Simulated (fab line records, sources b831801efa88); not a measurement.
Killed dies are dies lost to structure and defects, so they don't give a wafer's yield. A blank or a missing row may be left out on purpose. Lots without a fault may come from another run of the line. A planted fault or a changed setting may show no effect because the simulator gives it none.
fab line records | flow sfq_line
record lots=6 wafers=18 last_day=95
route steps=325 shown M2@92 I2@103
lots that met no fault: from a run of the same line without faults
start_h: hours from the record's first day to the start of the lot's first wafer shown | wait_h: hours since the lot's step before | " the same as in the row above | L1.1+2: a row that stands for several wafers | - no value, or no start given | * or withheld: withheld | < > ~ a bound
route shown NAME@n: a module of which the file shows steps, and the number in the route of the first | usual: mean/standard deviation of fault-free wafers | same: alike in all rows | chamber/n: place in a boat | sites: the reading at each site | _std_site: their standard deviation | _edge_site: outer sites' mean less inner sites' | radius_mm: how far each site lies from the wafer's centre | mask NAME#n: copy n | behind: the tool/chamber that last shaped the wafer | hold: why the lot was held/for how many hours/how that ended | device: the transistor (n, p or np) that didn't switch | end of line: the same wafers' tests at the end of the route | a step without rows: its recipe alone | killed: dies lost to structure and defects at the first sort, not the wafer's yield | map: a wafer's dies, x killed, . not, _ none there
set.NAME: the setting as run; set.NAME@STEP: as run at that earlier step | model.NAME: the simulator's own value behind a step, which no gauge read
lots at some steps of the route; a table a step, a row a wafer
services: from which hour (start_h, from the record's first day; less than 0 if before it) a tool's chamber was out of use, for how many hours, and why
## steps
# step SFQ_TRILAYER_M2_LITHO_COAT_062
# recipe resist=BARC spin_rpm=3000 resist_thk_nm=62
# step SFQ_TRILAYER_M2_LITHO_COAT_057
# recipe resist=KrF spin_rpm=3000 resist_thk_nm=600
# step SFQ_TRILAYER_M2_LITHO_SOFTBAKE_061
# recipe temp_c=withheld time_s=withheld resist=KrF
# step SFQ_TRILAYER_M2_LITHO_EXPOSE_058
# recipe mask_id=M2 na=0.6 source_shape=conventional sigma_outer=0.65 target_cd_nm=500 dose_mj=14.4
# step SFQ_TRILAYER_M2_LITHO_PEB_060
# recipe peb_temp_c=115 peb_time_s=60 resist=KrF
# step SFQ_TRILAYER_M2_LITHO_DEVELOP_059
# recipe time_s=60 resist=KrF
# step SFQ_M2_OVL_MEAS_916
# usual M2_OVL=0/6.2
# columns lot.wafer tool chamber start_h wait_h M2_OVL[nm]
L363.3 overlay-01 - 785.77 0.1 -7
L363.4 " - " " 2
L363.6 " - " " 4
L371.4 overlay-01 - 1034.39 0.1 -7
L371.5 " - " " 3
L371.6 " - " " -5
L372.1 overlay-02 - 1040.37 0.1 -10
L372.2 " - " " -2
L372.4 " - " " 3
L377.1 overlay-01 - 1100.81 0.1 -2
L377.5 " - " " -3
L377.6 " - " " -2
L379.1 overlay-02 - 1122.65 0.1 9
L379.2 " - " " 15
L379.6 " - " " 7
L380.2 overlay-02 - 1125.06 0.1 2
L380.5 " - " " 7
L380.6 " - " " 0
# step SFQ_TRILAYER_M2_BARC_OPEN_METAL_ETCH_077
# recipe mask_material=PR chemistry=O2 target_depth_nm=125 target=BARC icp_w=600 bias_w=80 pressure_mtorr=10 time_s=41.7
# usual bias_w=80.01/0.23 drypump_motor_current_A=5.7/0.5 oes_product_au=0.685/0.0048
# columns lot.wafer tool chamber start_h wait_h bias_w drypump_motor_current_A oes_product_au rf_hours_counter_h
L363.3 rie_metal-03 0 785.82 0.0 80.13 5.6 0.680 -
L363.4 " 1 " " 79.79 4.8 0.686 -
L363.6 " 1 " " 80.08 4.8 0.690 -
L371.4 rie_metal-03 1 1034.43 0.0 79.93 4.8 0.684 -
L371.5 " 1 " " 80.08 4.8 0.685 -
L371.6 " 0 " " 79.77 5.6 0.689 -
L372.1 rie_metal-04 1 1040.41 0.0 79.95 6.2 0.688 84
L372.2 " 0 " " 79.93 5.6 0.688 28
L372.4 " 1 " " 79.88 6.2 0.685 -
L377.1 rie_metal-03 1 1100.84 0.0 80.00 4.8 0.679 121
L377.5 " 1 " " 79.95 4.8 0.677 -
L377.6 " 0 " " 79.92 5.6 0.690 -
L379.1 rie_metal-03 1 1122.69 0.0 79.80 4.8 0.685 124
L379.2 " 0 " " 79.68 5.6 0.679 65
L379.6 " 0 " " 80.08 5.6 0.688 -
L380.2 rie_metal-03 1 1125.09 0.0 80.05 4.8 0.679 125
L380.5 " 0 " " 80.26 5.6 0.685 -
L380.6 " 1 " " 80.09 4.8 0.685 -
# step SFQ_TRILAYER_M2_ETCH_METAL_ETCH_060
# recipe target=Nb stop_on=SiO2 mask_material=PR chemistry=Cl2/Ar target_depth_nm=240 icp_w=600 bias_w=80 pressure_mtorr=10 time_s=120
# usual bias_w=80.00/0.26 drypump_motor_current_A=5.7/0.5 oes_product_au=0.892/0.0067
# columns lot.wafer tool chamber start_h wait_h bias_w drypump_motor_current_A oes_product_au rf_hours_counter_h
L363.3 rie_metal-03 0 785.90 0.1 80.00 5.5 0.890 -
L363.4 " 1 " " 79.90 4.8 0.891 -
L363.6 " 1 " " 79.83 4.9 0.887 -
L371.4 rie_metal-03 1 1034.51 0.1 79.82 4.8 0.894 -
L371.5 " 1 " " 79.88 4.8 0.893 -
L371.6 " 0 " " 79.59 5.6 0.897 -
L372.1 rie_metal-04 1 1040.47 0.0 79.78 6.2 0.892 84
L372.2 " 0 " " 80.17 5.5 0.893 28
L372.4 " 1 " " 80.34 6.2 0.897 -
L377.1 rie_metal-03 1 1100.90 0.0 80.11 4.8 0.903 121
L377.5 " 1 " " 79.86 4.8 0.896 -
L377.6 " 0 " " 79.97 5.5 0.889 -
L379.1 rie_metal-03 1 1122.75 0.0 80.14 4.8 0.890 124
L379.2 " 0 " " 79.84 5.6 0.881 65
L379.6 " 0 " " 79.96 5.6 0.896 -
L380.2 rie_metal-03 1 1125.15 0.0 79.61 4.8 0.885 125
L380.5 " 0 " " 80.34 5.5 0.888 -
L380.6 " 1 " " 79.75 4.8 0.882 -
# step SFQ_TRILAYER_M2_STRIP_STRIP_061
# recipe gas=O2 power_w=200 platen_temp_c=40 overash_fraction=0.65 chemistry=O2 pressure_mtorr=50
# usual drypump_motor_current_A=5.7/0.5 oes_product_au=1.002/0.0078
# columns lot.wafer tool chamber start_h wait_h drypump_motor_current_A oes_product_au rf_hours_counter_h
L363.3 rie_metal-03 0 786.18 0.2 5.5 1.007 -
L363.4 " 1 " " 4.8 0.988 -
L363.6 " 1 " " 4.9 0.988 -
L371.4 rie_metal-03 1 1034.79 0.2 4.8 0.993 -
L371.5 " 1 " " 4.8 0.992 -
L371.6 " 0 " " 5.6 1.008 -
L372.1 rie_metal-04 1 1040.59 0.1 6.2 1.000 84
L372.2 " 0 " " 5.6 1.013 28
L372.4 " 1 " " 6.2 1.000 -
L377.1 rie_metal-03 1 1101.03 0.1 4.8 0.987 121
L377.5 " 1 " " 4.8 0.998 -
L377.6 " 0 " " 5.5 0.996 -
L379.1 rie_metal-03 1 1122.87 0.1 4.8 0.992 124
L379.2 " 0 " " 5.6 1.000 65
L379.6 " 0 " " 5.5 1.009 -
L380.2 rie_metal-03 1 1125.27 0.1 4.8 0.997 125
L380.5 " 0 " " 5.5 1.007 -
L380.6 " 1 " " 4.9 1.007 -
# step SFQ_TRILAYER_M2_STRIP_SOLV_CLEAN_062
# recipe chemistry=NMP temp_c=70 time_s=600
# step SFQ_TRILAYER_I2_DEP_PECVD_063
# recipe material=SiO2 temp_c=150 time_s=111.11 pressure_torr=2.4 rf_w=183.3 precursor=SiH4/N2O target_thk_nm=500
# usual heater_power_w=72/12 run_length_s=139.2/0.54 throttle_valve_pct=24.5/1.5
# columns lot.wafer tool chamber start_h wait_h heater_power_w run_length_s throttle_valve_pct model.SiO2_of_TRILAYER_I2_DEP_PECVD_063.thk_nm
L363.3 pecvd-03 2 786.93 0.0 63 138.8 25.0 498.7
L363.4 " 0 " " 85 139.4 24.9 504
L363.6 " 2 " " 65 138.6 25.2 506.5
L371.4 pecvd-03 1 1035.41 0.0 76 138.7 23.2 501.1
L371.5 " 0 " " 73 124.8 21.7 432.4
L371.6 " 2 " " 62 139.0 24.1 501.9
L372.1 pecvd-03 2 1041.37 0.0 63 138.9 24.3 490.9
L372.2 " 0 " " 75 125.5 21.8 425.7
L372.4 " 0 " " 78 124.8 21.7 437.4
L377.1 pecvd-01 1 1101.80 0.0 81 139.9 24.3 493.5
L377.5 " 2 " " 65 138.4 26.2 489.5
L377.6 " 1 " " 81 139.7 24.3 491.7
L379.1 pecvd-01 2 1123.65 0.0 67 138.6 26.3 483.4
L379.2 " 0 " " 57 139.3 26.2 487.8
L379.6 " 0 " " 60 139.0 25.7 497.1
L380.2 pecvd-03 0 1126.05 0.0 80 139.2 21.9 490.1
L380.5 " 2 " " 66 138.7 24.8 503.2
L380.6 " 1 " " 70 139.8 23.1 502.1
# step SFQ_TRILAYER_I2_CMP_CMP_064
# recipe material=SiO2 down_force_psi=3 platen_rpm=60 pad_velocity_m_s=0.94248
# usual motor_current_A=10.6/1.2 time_to_endpoint_s=215/7.7
# columns lot.wafer tool chamber start_h wait_h motor_current_A time_to_endpoint_s
L363.4 cmp-01 1 789.99 3.0 10.7 219
L363.3 " 2 " " 12.6 209
L363.6 " 2 792.49 5.5 12.4 219
L371.4 cmp-01 1 1035.95 0.5 10.3 217
L371.6 " 0 1037.45 2.0 10.2 208
L371.5 " 1 " " 9.9 165
L372.1 cmp-01 3 1041.95 0.5 9.1 205
L372.2 " 0 " " 9.9 162
L372.4 " 1 " " 10.3 175
L377.1 cmp-02 2 1101.88 0.0 10.2 210
L377.5 " 2 1103.88 2.0 9.4 207
L377.6 " 3 " " 12.6 212
L379.1 cmp-01 1 1123.74 0.1 10.7 210
L379.2 " 0 1125.24 1.6 9.6 205
L379.6 " 1 " " 10.6 210
L380.2 cmp-02 3 1126.63 0.5 12.5 211
L380.6 " 2 1128.13 2.0 10.7 221
L380.5 " 3 " " 12.8 221
# step SFQ_I2_BOW_MEAS_917
# recipe mode=bow
# usual I2_BOW=3/9.7
# columns lot.wafer tool chamber start_h wait_h I2_BOW[um]
L363.3 film_metro-02 - 793.03 2.0 13
L363.4 " - " " 25
L363.6 " - " " 29
L371.4 film_metro-04 - 1038.51 2.1 10
L371.5 " - " " 6
L371.6 " - " " -9
L372.1 film_metro-03 - 1044.45 2.0 7
L372.2 " - " " 1
L372.4 " - " " 15
L377.1 film_metro-03 - 1104.88 2.5 16
L377.5 " - " " 3
L377.6 " - " " 0
L379.1 film_metro-02 - 1126.74 2.5 17
L379.2 " - " " 4
L379.6 " - " " 0
L380.2 film_metro-03 - 1129.15 2.0 7
L380.5 " - " " -4
L380.6 " - " " 0
## services
# columns tool chamber start_h hours kind
pecvd-01 - 765.51 3.2 repair
rie_metal-04 1 789.71 1.1 repair
rie_metal-04 - 795.78 0.7 repair
rie_metal-03 - 818.88 1.5 repair
cmp-02 - 822.34 0.5 repair
cmp-02 - 831.73 1.7 repair
cmp-01 - 918.02 4.0 pm
cmp-02 - 919.97 0.4 repair
pecvd-03 - 933.25 14.0 pm
cmp-01 - 944.23 8.9 pm
cmp-01 - 966.33 1.7 repair
cmp-02 - 979.40 1.6 repair
cmp-01 - 982.46 11.6 repair
pecvd-01 0 990.12 4.4 repair
cmp-02 - 1000.15 0.8 repair
pecvd-03 - 1014.89 6.0 pm
cmp-01 - 1015.29 1.1 repair
pecvd-01 - 1020.77 1.1 repair
cmp-01 - 1022.37 7.0 pm
pecvd-03 - 1044.78 0.3 repair
cmp-01 - 1071.27 1.9 repair
cmp-01 - 1091.61 0.4 repair
cmp-01 - 1107.48 0.3 repair
pecvd-03 - 1113.02 0.7 repair
## key
first_sign step=SFQ_TRILAYER_I2_DEP_PECVD_063 reading=run_length_s direction=down sigmas=26 usual=* struck=*
effect step=SFQ_TRILAYER_I2_CMP_CMP_064 reading=time_to_endpoint_s direction=down sigmas=6.3 usual=* struck=*
model_effect step=SFQ_TRILAYER_I2_DEP_PECVD_063 value=SiO2_of_TRILAYER_I2_DEP_PECVD_063.thk_nm without=496.4 struck=431.8
met_at SFQ_TRILAYER_I2_DEP_PECVD_063
struck_wafers L371.5,L372.2,L372.4
onset_between 786.93 1035.41
fault kind=process_parameter_drift tool=pecvd-03 chamber=0 onset_h=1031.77 steps=SFQ_TRILAYER_I2_DEP_PECVD_063 channel=time_s offset=* shape=step end_h=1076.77 acts_in=* stated=*
